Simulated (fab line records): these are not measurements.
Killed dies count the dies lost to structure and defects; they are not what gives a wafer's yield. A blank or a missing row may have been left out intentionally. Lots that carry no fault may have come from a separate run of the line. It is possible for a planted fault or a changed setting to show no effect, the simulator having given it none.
Which of the tools did it? :: flow gf180mcu :: Sampling: 6 lots, 18 wafers, 3 of 602 route steps

## WHAT EACH GAUGE READ, for each wafer
GF_M4_OVL_MEAS_15.
lot: L842
measured: day 23 17:37
on: overlay-01
M4_OVL (nm): 7 -7 1

lot: L844
measured: day 24 05:07
on: overlay-02
M4_OVL (nm): 1 6 2

lot: L846
measured: day 25 01:38
on: overlay-01
M4_OVL (nm): 6 0 0

lot: L849
measured: day 26 03:01
on: overlay-02
M4_OVL (nm): 9 0 -5

lot: L852
measured: day 27 05:44
on: overlay-01
M4_OVL (nm): 34 27 34

lot: L863
measured: day 30 08:59
on: overlay-01
M4_OVL (nm): 9 12 7

## EACH LOT AND THE TOOL THAT RAN IT (in order: tool; ch and the chambers of the sampled wafers; start)
lot: L842
GF_V3_ETCH_17: rie_diel-04 ch 0,1,2, day 23 06:40 or earlier
GF_M4_EXPOSE_11: krf_scanner-01 ch 0, day 23 06:40

lot: L844
GF_V3_ETCH_17: rie_diel-03 ch 0,2,3, day 23 17:58 or earlier
GF_M4_EXPOSE_11: krf_scanner-02 ch 0, day 23 17:58

lot: L846
GF_V3_ETCH_17: rie_diel-03 ch 1,2, day 24 15:49 or earlier
GF_M4_EXPOSE_11: krf_scanner-02 ch 0, day 24 15:49

lot: L849
GF_V3_ETCH_17: rie_diel-04 ch 0,1,2, day 25 14:58 or earlier
GF_M4_EXPOSE_11: krf_scanner-02 ch 0, day 25 14:58

lot: L852
GF_V3_ETCH_17: rie_diel-02 ch 0,1,3, day 26 19:32 or earlier
GF_M4_EXPOSE_11: krf_scanner-01 ch 0, day 26 19:32

lot: L863
GF_V3_ETCH_17: rie_diel-03 ch 0,1,3, day 29 23:26 or earlier
GF_M4_EXPOSE_11: krf_scanner-02 ch 0, day 29 23:26
- GF_V3_ETCH_17: etches SiO2 in C4F8/O2/Ar, stops on TiN, target depth 635 nm.
- GF_M4_EXPOSE_11: exposes mask Metal4, target cd 280 nm.

## THE ANSWER, worked out from the rows above alone
Rule: what is usual is taken from the lots themselves. The widest of any qualifying gaps counts: lots, ordered by their means at a reading, are off when they make up no more than a third of the lots, leave a main group of 4 or more, and stand apart from it by 3 or more times the standard deviation of that group's means. A main group whose means are all the same, to the digits that the tables above print for the reading, isn't used. Also off: a lot with no number at a reading for which 4 or more lots have one. Where the step has rows for the other lots, those lots are counted as sound.
Off: at GF_M4_OVL_MEAS_15 (M4_OVL), L852. The main group: mean 3 nm, standard deviation 3.2.
A tool fits if, at a process step before that reading, it ran every lot that is off, and no sound lot after the first of them. Those tools and the gauges at GF_M4_OVL_MEAS_15 are tried in the same way. GF_V3_ETCH_17 gives no start for some lots, so the hours and the order of its lots are those of GF_M4_EXPOSE_11. This does not decide it: 2 tools fit, namely rie_diel-02 at GF_V3_ETCH_17 and krf_scanner-01 at GF_M4_EXPOSE_11.

## WHAT HAD BEEN PUT IN BY THE SIMULATOR
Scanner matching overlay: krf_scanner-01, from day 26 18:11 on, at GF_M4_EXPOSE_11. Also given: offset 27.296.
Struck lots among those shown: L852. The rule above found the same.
